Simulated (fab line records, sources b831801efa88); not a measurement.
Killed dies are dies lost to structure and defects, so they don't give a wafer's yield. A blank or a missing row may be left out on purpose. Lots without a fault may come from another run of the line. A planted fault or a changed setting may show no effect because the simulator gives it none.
A struck lot beside a sound one | flow sky130 | 17 steps out of a route of 708
Sound: wafers L661.2, L661.4, L661.5. Struck: wafers L651.2, L651.4, L651.6. The cause comes at the end.
At each step with rows: each side's tool, then ch and its chambers, then its first start. Under that, the readings that differ: sound wafers | struck wafers | difference of the means | sigmas: that difference in standard deviations of wafers without a fault.
alike: readings whose means differ by less than 2 such deviations, and words and numbers that are the same on both sides. not compared: withheld readings, readings that some wafer has no value for, bounds like >300 that may hide the same value, and numbers for which the record gives no deviation and whose values overlap.
The two part at a step that has a row with sigmas, a row that says differs or no value, or rows on one side only. Numbers that don't overlap but have no deviation are shown without sigmas and don't part them. A reading that every wafer of one side lacks parts them only if that side has two wafers or more.

SKY_VT_ADJUST_LVTN_OVL_MEAS_07:
  sound on overlay-02, day 13 22:35; struck on overlay-01, day 10 16:44
  alike: VT_ADJUST_LVTN_OVL
then, 1 step without rows for these wafers: SKY_VT_ADJUST_LVTN_IMPLANT_08.
SKY_VT_ADJUST_LVTN_STRIP_09: strips in O2/N2.
  sound on plasma_asher-04 ch 0,1, day 13 22:46; struck on plasma_asher-01 ch 0,1, day 10 16:55
  reading                      | sound             | struck            | difference | sigmas
  strip_time_to_endpoint_s (s) | 36.85 36.72 36.72 | 37.05 36.95 36.98 | +0.23      | +2
  alike: drypump_motor_current_A, oes_product_au
  not compared: rf_hours_counter_h
SKY_VT_ADJUST_LVTN_TW_MEAS_10:
  sound on film_metro-04, day 13 22:53; struck on film_metro-04, day 10 17:02
  alike: VT_ADJUST_LVTN_TW
then, 7 steps without rows for these wafers: SKY_VT_ADJUST_LVTN_DEHYDRATE_11 (time 60 s); SKY_VT_ADJUST_LVTN_HMDS_12 (prime time 60 s); SKY_VT_ADJUST_LVTN_COAT_13 (resist thk 1140 nm); SKY_VT_ADJUST_LVTN_SOFTBAKE_14 (time 60 s); SKY_VT_ADJUST_LVTN_EXPOSE_15 (exposes mask HVN STD DERIVED, target cd 600 nm); SKY_VT_ADJUST_LVTN_PEB_16; SKY_VT_ADJUST_LVTN_DEVELOP_17 (develop time 60 s).
SKY_VT_ADJUST_LVTN_OVL_MEAS_18:
  sound on overlay-02, day 15 01:21; struck on overlay-01, day 11 16:44
  alike: VT_ADJUST_LVTN_01_OVL
SKY_VT_ADJUST_LVTN_IMPLANT_19:
  sound on implanter-02 ch 0, day 15 01:24; struck on implanter-02 ch 0, day 11 17:07
SKY_VT_ADJUST_LVTN_STRIP_20: strips in O2/N2.
  sound on plasma_asher-04 ch 0, day 15 01:32; struck on plasma_asher-04 ch 0,1, day 11 17:14
  reading                      | sound             | struck            | difference | sigmas
  strip_time_to_endpoint_s (s) | 14.24 14.18 14.20 | 14.11 14.07 14.09 | -0.12      | -3
  alike: drypump_motor_current_A, oes_product_au
  not compared: rf_hours_counter_h
SKY_VT_ADJUST_LVTN_TW_MEAS_21:
  sound on film_metro-01, day 15 01:38; struck on film_metro-03, day 11 17:34
  reading             | sound             | struck            | difference | sigmas
  VT_ADJUST_LVTN_2_TW | 187.8 189.1 187.8 | 227.5 226.9 226.3 | +38.7      | +35
then, 1 step without rows for these wafers: SKY_VT_ADJUST_NCORE_DEHYDRATE_00 (time 60 s).
-- the record jumps here: 37 days lie between the struck wafers' starts before and after (it left off in module VT_ADJUST_NCORE and takes up again in module PAD_OPEN, whose first step shown is number 708 of the route) --
SKY_PAD_OPEN_PROBE_99:
  sound on prober-02, day 51 04:12; struck on prober-01, day 49 03:46
  reading                                    | sound             | struck            | difference | sigmas
  model.etest.res_pwell_under_gate.rs_ohm_sq | 2286 2280 2292    | 2180 2171 2175    | -111       |
  model.etest.tip_n_5v.rs_ohm_sq             | 1398 1405 1395    | 1441 1456 1451    | +50        |
  model.etest.nfet_g5v0d10v5.r_on_ohm_um     | 1901 1893 1903    | 1928 1925 1945    | +34        |
  model.etest.nfet_g5v0d10v5.drive_ua_um     | 598.7 598.7 593.7 | 579.9 585.1 581   | -15.0      |
  model.etest.nfet_16v.drive_ua_um           | 217.4 215.1 214.7 | 211.1 214.2 211.9 | -3.3       |
  model.etest.ring_5v.delay_ps               | 44.93 44.56 45.32 | 45.6 45.84 45.83  | +0.8       |
  alike: killed_at_M0_to_M3, killed_at_M4_up, killed_at_contacts, killed_at_front_end, killed_at_other, killed_dies, killed_open, killed_short
  not compared: model.etest.pfet_16v.r_on_ohm_um, model.etest.pfet_16v.drive_ua_um

WHERE THEY PART
First at SKY_VT_ADJUST_LVTN_STRIP_09; last, within this record, at SKY_VT_ADJUST_LVTN_TW_MEAS_21. Later steps at which nothing parts them and some readings are alike: SKY_PAD_OPEN_PROBE_99.

WHY: what the simulator had put in
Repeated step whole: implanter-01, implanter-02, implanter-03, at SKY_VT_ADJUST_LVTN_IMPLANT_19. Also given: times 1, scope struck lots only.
